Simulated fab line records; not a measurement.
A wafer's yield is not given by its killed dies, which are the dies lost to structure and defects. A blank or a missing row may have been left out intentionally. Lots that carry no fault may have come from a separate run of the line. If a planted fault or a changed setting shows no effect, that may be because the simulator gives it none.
2 desks, one fault + flow sky130 + every desk sees just its own numbers, and what lay behind them comes last

== DESK OF THE TOOL OWNER: implanter-01 ==
The tool's own readings at SKY_RES_XHIGH_IMPLANT_07, given as means over the sampled wafers that have a number, one for each lot that went through this tool. Any lot whose mean is over 4 standard deviations away from the usual mean is out of limits and marked OUT; that distance is given in the brackets.
Columns: A = beamOnS at SKY_RES_XHIGH_IMPLANT_07, usual 42.6 s; B = doseIonsCm2 at SKY_RES_XHIGH_IMPLANT_07, usual 3.6e+14; C = faradayCurrentUA at SKY_RES_XHIGH_IMPLANT_07, usual 477
| lot  | first seen here | A               | B       | C              |
|------|-----------------|-----------------|---------|----------------|
| L275 | day 26 23:05    | 40.7            | 3.6e+14 | 499            |
| L278 | day 27 17:32    | 41.9            | 3.6e+14 | 484            |
| L281 | day 29 05:52    | 40.8            | 3.6e+14 | 497            |
| L288 | day 31 10:17    | 33.3 (-5.8) OUT | 3.6e+14 | 608 (+6.9) OUT |
| L289 | day 31 13:26    | 32.7 (-6.2) OUT | 3.6e+14 | 622 (+7.6) OUT |
This desk's finding: out of limits on L288, L289; first on L288, day 31 10:17 (beamOnS at SKY_RES_XHIGH_IMPLANT_07). L275, L278, L281: within limits.

== METROLOGY DESK ==
Lot by lot, what the gauges showed, no matter which tool ran the lot: averages of those sampled wafers that carry a number. Any lot whose mean is over 4 standard deviations away from the usual mean is out of limits and marked OUT; that distance is given in the brackets.
Columns: A = RES_XHIGH_TW at SKY_RES_XHIGH_TW_MEAS_09, usual 1640; B = RES_XHIGH_RS at SKY_SD_N_RS_MEAS_18, usual 332.9 ohm/sq
| lot  | first seen here | A              | B               |
|------|-----------------|----------------|-----------------|
| L275 | day 26 23:20    | 1643           | 334.1           |
| L278 | day 27 17:47    | 1651           | 331.1           |
| L282 | day 29 02:40    | 1639           | 333.8           |
| L281 | day 29 06:07    | 1642           | 332.2           |
| L288 | day 31 10:32    | 1538 (-12) OUT | 393.0 (+50) OUT |
| L289 | day 31 13:40    | 1533 (-12) OUT | 392.7 (+50) OUT |
| L292 | day 32 07:26    | 1637           | 331.7           |
| L293 | day 32 12:17    | 1633           | 333.1           |
| L294 | day 33 14:08    | 1656           | 333.2           |
| L296 | day 33 17:25    | 1630           | 332.5           |
This desk reports L288, L289 out of limits; the earliest was L288 at day 31 10:32 (RES_XHIGH_TW at SKY_RES_XHIGH_TW_MEAS_09). L275, L278, L282, L281, L292, L293, L294, L296: within limits.

== BROUGHT TOGETHER ==
The tool owner's desk could have raised an alarm at day 31 10:17, on L288, L289.
An alarm was possible from the metrology desk at day 31 10:32, on L288, L289.
All the named lots went through SKY_RES_XHIGH_IMPLANT_07 on implanter-01.

== WHAT THE SIMULATOR PUT IN ==
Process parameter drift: implanter-01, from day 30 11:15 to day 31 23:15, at SKY_RES_XHIGH_IMPLANT_07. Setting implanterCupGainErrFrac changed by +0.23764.
Shown lots that were struck: L288, L289.
Counting hours from when the fault started, the first reading out of limits came at 23 for the tool owner's desk and at 23 for the metrology desk.
